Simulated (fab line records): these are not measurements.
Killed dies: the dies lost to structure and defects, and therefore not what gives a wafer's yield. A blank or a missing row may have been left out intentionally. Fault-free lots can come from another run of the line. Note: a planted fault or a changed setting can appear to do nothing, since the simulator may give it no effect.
8D (eight disciplines) problem report, filled in by code | flow sky130 | the parts of the form that need people (team, actions taken, sign-off) are left out

## 1. THE PROBLEM
METAL1_ALCU_THK at SKY_METAL1_THK_MEAS_06 reads a mean of 228.7 nm on 4 wafers of 2 lots; wafers without a fault read 245.4 nm with a standard deviation of 2.9. Measured from the usual mean, that is -5.8 standard deviations.
The step: measures by xrf.
The first sign was on wafer L177.4 at day 38 15:44, on filmMetro-03. At this step, 18 wafers from 6 lots have a number in the record. The rule behind "out" and "out of limits": a value lying over 4 standard deviations away from the usual mean. Any other wafer with a number is counted as sound.

## 2. WHAT IT IS; WHAT IT IS NOT
question                    | is                             | is not
which readings at this step | METAL1_ALCU_THK                | -
which lots                  | L177, L178                     | L160, L163, L164, L167
which wafers of those lots  | L177.4, L177.5, L178.4, L178.5 | L177.1, L178.6
read on which gauges        | filmMetro-01, filmMetro-03     | -
when                        | from day 38 15:44              | up to then (13 sound wafers); but 1 sound wafer of L178 came after

## 3. WHAT RULES OUT EACH SUSPECT
Counting: a tool at a process step up to the reading stays a suspect if it ran every lot that is out. Sound lots after the first of them don't rule it out here, since some wafers of a struck lot are sound.
- ruled out: the gauge at SKY_METAL1_THK_MEAS_06. 2 gauges (filmMetro-01, filmMetro-03) read the wafers that are out.
- pvdSputter-04 at SKY_CONTACT_SPUTTER_23 (material TiN, target thk 20 nm, time 80 s): kept. Every lot that is out went through it, the first being L177 (day 38 14:50); the last sound lot it ran before that was L164 (day 34 12:04).
- pvdSputter-04 at SKY_METAL1_SPUTTER_01 (material TiN, target thk 20 nm, time 16.7 s): kept. Every lot that is out went through it, the first being L177 (day 38 15:30); the last sound lot it ran before that was L164 (day 34 13:42).
- pvdSputter-04 at SKY_METAL1_SPUTTER_02 (material AlCu, target thk 250 nm, time 13.3 s): kept. Every lot that is out went through it, the first being L177 (day 38 15:32); the last sound lot it ran before that was L164 (day 34 13:44).
- pvdSputter-04 at SKY_METAL1_SPUTTER_04 (material TiN, target thk 70 nm, time 58.3 s): kept. Every lot that is out went through it, the first being L177 (day 38 15:34); the last sound lot it ran before that was L164 (day 34 13:46).
Left after counting: pvdSputter-04 at SKY_CONTACT_SPUTTER_23, pvdSputter-04 at SKY_METAL1_SPUTTER_01, pvdSputter-04 at SKY_METAL1_SPUTTER_02, pvdSputter-04 at SKY_METAL1_SPUTTER_04.

## 4. THE CAUSE (what the simulator had put in)
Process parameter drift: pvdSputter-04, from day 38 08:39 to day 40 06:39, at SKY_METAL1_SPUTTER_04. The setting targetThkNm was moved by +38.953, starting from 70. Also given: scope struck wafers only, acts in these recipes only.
Of the 4 suspects that counting leaves, this tool is one.

## 5. SEQUENCE OF EFFECTS, ordered by route
Rows list readings where the struck wafers' mean (over those with a number) sits beyond 3 standard deviations from the usual. Readings are gone through only where the record gives a usual standard deviation; hours: the median, over the lots, of the time from a lot's start at the first step in this table giving one to that lot's start at this step; sigmas: the change measured in usual standard deviations.
hours | step                   | reading         | usual    | on struck wafers | change | sigmas
0     | SKY_METAL1_THK_MEAS_06 | METAL1_ALCU_THK | 245.4 nm | 228.7            | -16.7  | -5.8
Later measuring or inspecting steps at which every struck wafer that the step has a row for has a number for every such reading, and none has moved that far: SKY_METAL1_CD_MEAS_15, SKY_METAL1_OVL_MEAS_16.

## 6. WHAT WOULD HAVE CAUGHT IT SOONER
7 hours passed between the start of the fault at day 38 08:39 and the first reading out of limits at a measuring or inspecting step in this record, taken at day 38 15:44.
No tool reading at SKY_METAL1_SPUTTER_04 that has a usual standard deviation in the record was out on any struck wafer, so an alarm limit of 4 standard deviations on those readings would not have fired.
Of the lots that are out (2), L178 began SKY_METAL1_SPUTTER_04 on pvdSputter-04 after day 38 15:44. Holding the tool at that time would have saved it.
